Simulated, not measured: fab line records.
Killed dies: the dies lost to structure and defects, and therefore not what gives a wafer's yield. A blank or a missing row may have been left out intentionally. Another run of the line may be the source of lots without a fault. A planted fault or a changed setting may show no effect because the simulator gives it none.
Which tool was responsible? / flow gf180mcu / 14 lots with 42 wafers sampled at 5 steps, on a route of 602 steps

WHAT THE GAUGES SHOWED, per wafer
GF_M3_CD_MEAS_14 targets a cd of 280 nm. Usual: 280.2 nm for cd-nm, sd 1.3.
lot=L613; measured=day 21 17:05; on=cd-sem-01; cd-nm (nm)=281.2 280.9 281.3; flag=
lot=L614; measured=day 22 04:41; on=cd-sem-02; cd-nm (nm)=278.0 277.1 276.3; flag=
lot=L615; measured=day 22 08:29; on=cd-sem-02; cd-nm (nm)=279.8 280.1 279.5; flag=
lot=L616; measured=day 22 19:24; on=cd-sem-01; cd-nm (nm)=279.6 280.0 280.4; flag=
lot=L617; measured=day 23 00:58; on=cd-sem-01; cd-nm (nm)=278.4 280.2 278.9; flag=
lot=L618; measured=day 23 11:40; on=cd-sem-01; cd-nm (nm)=280.5 281.2 280.6; flag=
lot=L619; measured=day 23 17:25; on=cd-sem-02; cd-nm (nm)=281.4 280.0 282.5; flag=
lot=L620; measured=day 23 21:49; on=cd-sem-01; cd-nm (nm)=279.0 279.9 279.7; flag=
lot=L622; measured=day 24 19:04; on=cd-sem-02; cd-nm (nm)=278.8 278.3 279.1; flag=
lot=L626; measured=day 26 02:08; on=cd-sem-02; cd-nm (nm)=281.0 280.2 279.6; flag=
lot=L628; measured=day 26 12:38; on=cd-sem-02; cd-nm (nm)=269.1 244.1 178.9; flag=OFF
lot=L629; measured=day 26 19:52; on=cd-sem-02; cd-nm (nm)=264.1 241.7 237.5; flag=OFF
lot=L631; measured=day 27 09:37; on=cd-sem-02; cd-nm (nm)=280.4 280.4 280.9; flag=
lot=L632; measured=day 27 21:17; on=cd-sem-01; cd-nm (nm)=282.5 282.2 281.2; flag=

TOOL THAT RAN EACH LOT (tool first, then ch and the chambers of the sampled wafers, then the start)
lot=L613; GF_M3_SPUTTER_00=pvd-sputter-04, day 20 16:35; GF_M3_SPUTTER_01=pvd-sputter-04, day 20 16:41; GF_M3_SPUTTER_04=pvd-sputter-04, day 20 16:47; GF_M3_EXPOSE_11=krf-scanner-01 ch 0, day 21 05:22
lot=L614; GF_M3_SPUTTER_00=pvd-sputter-01, day 21 04:53; GF_M3_SPUTTER_01=pvd-sputter-01, day 21 04:59; GF_M3_SPUTTER_04=pvd-sputter-01, day 21 05:04; GF_M3_EXPOSE_11=krf-scanner-02 ch 0, day 21 16:59
lot=L615; GF_M3_SPUTTER_00=pvd-sputter-03, day 21 08:37; GF_M3_SPUTTER_01=pvd-sputter-03, day 21 08:43; GF_M3_SPUTTER_04=pvd-sputter-03, day 21 08:48; GF_M3_EXPOSE_11=krf-scanner-02 ch 0, day 21 20:47
lot=L616; GF_M3_SPUTTER_00=pvd-sputter-01, day 21 19:49; GF_M3_SPUTTER_01=pvd-sputter-01, day 21 19:55; GF_M3_SPUTTER_04=pvd-sputter-01, day 21 20:00; GF_M3_EXPOSE_11=krf-scanner-02 ch 0, day 22 08:05
lot=L617; GF_M3_SPUTTER_00=pvd-sputter-04, day 22 01:35; GF_M3_SPUTTER_01=pvd-sputter-04, day 22 01:41; GF_M3_SPUTTER_04=pvd-sputter-04, day 22 01:46; GF_M3_EXPOSE_11=krf-scanner-01 ch 0, day 22 13:33
lot=L618; GF_M3_SPUTTER_00=pvd-sputter-03, day 22 12:11; GF_M3_SPUTTER_01=pvd-sputter-03, day 22 12:17; GF_M3_SPUTTER_04=pvd-sputter-03, day 22 12:22; GF_M3_EXPOSE_11=krf-scanner-02 ch 0, day 23 00:31
lot=L619; GF_M3_SPUTTER_00=pvd-sputter-01, day 22 18:07; GF_M3_SPUTTER_01=pvd-sputter-01, day 22 18:13; GF_M3_SPUTTER_04=pvd-sputter-01, day 22 18:17; GF_M3_EXPOSE_11=krf-scanner-02 ch 0, day 23 06:14
lot=L620; GF_M3_SPUTTER_00=pvd-sputter-03, day 22 23:02; GF_M3_SPUTTER_01=pvd-sputter-03, day 22 23:08; GF_M3_SPUTTER_04=pvd-sputter-03, day 22 23:13; GF_M3_EXPOSE_11=krf-scanner-02 ch 0, day 23 11:01
lot=L622; GF_M3_SPUTTER_00=pvd-sputter-01, day 23 20:52; GF_M3_SPUTTER_01=pvd-sputter-01, day 23 20:58; GF_M3_SPUTTER_04=pvd-sputter-01, day 23 21:03; GF_M3_EXPOSE_11=krf-scanner-01 ch 0, day 24 08:21
lot=L626; GF_M3_SPUTTER_00=pvd-sputter-03, day 25 04:34; GF_M3_SPUTTER_01=pvd-sputter-03, day 25 04:40; GF_M3_SPUTTER_04=pvd-sputter-03, day 25 04:45; GF_M3_EXPOSE_11=krf-scanner-02 ch 0, day 25 15:47
lot=L628; GF_M3_SPUTTER_00=pvd-sputter-03, day 25 14:52; GF_M3_SPUTTER_01=pvd-sputter-03, day 25 14:58; GF_M3_SPUTTER_04=pvd-sputter-03, day 25 15:03; GF_M3_EXPOSE_11=krf-scanner-02 ch 0, day 26 02:10
lot=L629; GF_M3_SPUTTER_00=pvd-sputter-04, day 25 22:41; GF_M3_SPUTTER_01=pvd-sputter-04, day 25 22:47; GF_M3_SPUTTER_04=pvd-sputter-04, day 25 22:52; GF_M3_EXPOSE_11=krf-scanner-02 ch 0, day 26 09:49
lot=L631; GF_M3_SPUTTER_00=pvd-sputter-01, day 26 13:25; GF_M3_SPUTTER_01=pvd-sputter-01, day 26 13:31; GF_M3_SPUTTER_04=pvd-sputter-01, day 26 13:35; GF_M3_EXPOSE_11=krf-scanner-01 ch 0, day 26 23:50
lot=L632; GF_M3_SPUTTER_00=pvd-sputter-03, day 27 00:46; GF_M3_SPUTTER_01=pvd-sputter-03, day 27 00:52; GF_M3_SPUTTER_04=pvd-sputter-03, day 27 00:57; GF_M3_EXPOSE_11=krf-scanner-01 ch 0, day 27 11:23
- GF_M3_SPUTTER_00: material Ti, target thk 37.5 nm, time 150 s.
- GF_M3_SPUTTER_01: material TiN, target thk 30 nm, time 25 s.
- GF_M3_SPUTTER_04: material TiN, target thk 50 nm, time 41.7 s.
- GF_M3_EXPOSE_11: exposes mask Metal3, target cd 280 nm.

WHAT THE TOOLS THEMSELVES READ (means of the sampled wafers that have a number; where no wafer has one, the mark that the record gives instead)
GF_M3_SPUTTER_00. Usual: substrate-temp-c 200.02 C, standard deviation 0.16; throttle-valve-pct 29.9 %, standard deviation 0.65.
lot=L613; tool=pvd-sputter-04; substrate-temp-c (C)=199.99; throttle-valve-pct (%)=29.8; flag=
lot=L614; tool=pvd-sputter-01; substrate-temp-c (C)=200.06; throttle-valve-pct (%)=30.0; flag=
lot=L615; tool=pvd-sputter-03; substrate-temp-c (C)=199.80; throttle-valve-pct (%)=29.6; flag=
lot=L616; tool=pvd-sputter-01; substrate-temp-c (C)=200.09; throttle-valve-pct (%)=29.6; flag=
lot=L617; tool=pvd-sputter-04; substrate-temp-c (C)=200.12; throttle-valve-pct (%)=30.4; flag=
lot=L618; tool=pvd-sputter-03; substrate-temp-c (C)=199.96; throttle-valve-pct (%)=30.5; flag=
lot=L619; tool=pvd-sputter-01; substrate-temp-c (C)=200.19; throttle-valve-pct (%)=29.7; flag=
lot=L620; tool=pvd-sputter-03; substrate-temp-c (C)=200.03; throttle-valve-pct (%)=30.1; flag=
lot=L622; tool=pvd-sputter-01; substrate-temp-c (C)=199.99; throttle-valve-pct (%)=29.6; flag=
lot=L626; tool=pvd-sputter-03; substrate-temp-c (C)=200.13; throttle-valve-pct (%)=29.9; flag=
lot=L628; tool=pvd-sputter-03; substrate-temp-c (C)=200.06; throttle-valve-pct (%)=29.4; flag=
lot=L629; tool=pvd-sputter-04; substrate-temp-c (C)=199.92; throttle-valve-pct (%)=30.2; flag=
lot=L631; tool=pvd-sputter-01; substrate-temp-c (C)=199.99; throttle-valve-pct (%)=30.0; flag=
lot=L632; tool=pvd-sputter-03; substrate-temp-c (C)=199.80; throttle-valve-pct (%)=29.7; flag=

GF_M3_SPUTTER_01. Usual: 29.9 % for throttle-valve-pct, sd 0.63.
lot=L613; tool=pvd-sputter-04; throttle-valve-pct (%)=29.9; flag=
lot=L614; tool=pvd-sputter-01; throttle-valve-pct (%)=29.9; flag=
lot=L615; tool=pvd-sputter-03; throttle-valve-pct (%)=29.7; flag=
lot=L616; tool=pvd-sputter-01; throttle-valve-pct (%)=29.7; flag=
lot=L617; tool=pvd-sputter-04; throttle-valve-pct (%)=30.3; flag=
lot=L618; tool=pvd-sputter-03; throttle-valve-pct (%)=30.7; flag=
lot=L619; tool=pvd-sputter-01; throttle-valve-pct (%)=29.7; flag=
lot=L620; tool=pvd-sputter-03; throttle-valve-pct (%)=30.2; flag=
lot=L622; tool=pvd-sputter-01; throttle-valve-pct (%)=29.9; flag=
lot=L626; tool=pvd-sputter-03; throttle-valve-pct (%)=29.9; flag=
lot=L628; tool=pvd-sputter-03; throttle-valve-pct (%)=29.4; flag=
lot=L629; tool=pvd-sputter-04; throttle-valve-pct (%)=30.2; flag=
lot=L631; tool=pvd-sputter-01; throttle-valve-pct (%)=29.9; flag=
lot=L632; tool=pvd-sputter-03; throttle-valve-pct (%)=29.7; flag=

GF_M3_SPUTTER_04. Usual: 29.9 % for throttle-valve-pct, sd 0.62.
lot=L613; tool=pvd-sputter-04; throttle-valve-pct (%)=29.9; flag=
lot=L614; tool=pvd-sputter-01; throttle-valve-pct (%)=30.1; flag=
lot=L615; tool=pvd-sputter-03; throttle-valve-pct (%)=29.6; flag=
lot=L616; tool=pvd-sputter-01; throttle-valve-pct (%)=29.6; flag=
lot=L617; tool=pvd-sputter-04; throttle-valve-pct (%)=30.3; flag=
lot=L618; tool=pvd-sputter-03; throttle-valve-pct (%)=30.7; flag=
lot=L619; tool=pvd-sputter-01; throttle-valve-pct (%)=29.8; flag=
lot=L620; tool=pvd-sputter-03; throttle-valve-pct (%)=30.1; flag=
lot=L622; tool=pvd-sputter-01; throttle-valve-pct (%)=30.0; flag=
lot=L626; tool=pvd-sputter-03; throttle-valve-pct (%)=29.9; flag=
lot=L628; tool=pvd-sputter-03; throttle-valve-pct (%)=29.4; flag=
lot=L629; tool=pvd-sputter-04; throttle-valve-pct (%)=29.9; flag=
lot=L631; tool=pvd-sputter-01; throttle-valve-pct (%)=30.0; flag=
lot=L632; tool=pvd-sputter-03; throttle-valve-pct (%)=29.6; flag=

THE ANSWER, worked out from the rows above alone
Rule: lot off if the mean of its wafers having a number is beyond 3 standard deviations from the usual mean. Also off: a lot with no number at a reading for which 4 or more lots have one. Where the step has rows for the other lots, those lots are counted as sound. Order of review: gauges by route order, followed by the tools' own readings, for which a lot's mean as printed above is used. At the first step where some lot is off, the reading lying furthest off is the one used; lots without a number count as furthest.
Off: L628, L629 (GF_M3_CD_MEAS_14, cd-nm).
If a tool, at a process step before that reading, ran all the lots that are off and no sound lot after the first of them, it fits. The gauges at GF_M3_CD_MEAS_14 are tried like those tools. One fits: krf-scanner-02 at GF_M3_EXPOSE_11. A fault onset in the window from L626 (day 25 15:47, its last sound lot) to L628 (day 26 02:10, its first lot off) fits.

WHAT HAD BEEN PUT IN BY THE SIMULATOR
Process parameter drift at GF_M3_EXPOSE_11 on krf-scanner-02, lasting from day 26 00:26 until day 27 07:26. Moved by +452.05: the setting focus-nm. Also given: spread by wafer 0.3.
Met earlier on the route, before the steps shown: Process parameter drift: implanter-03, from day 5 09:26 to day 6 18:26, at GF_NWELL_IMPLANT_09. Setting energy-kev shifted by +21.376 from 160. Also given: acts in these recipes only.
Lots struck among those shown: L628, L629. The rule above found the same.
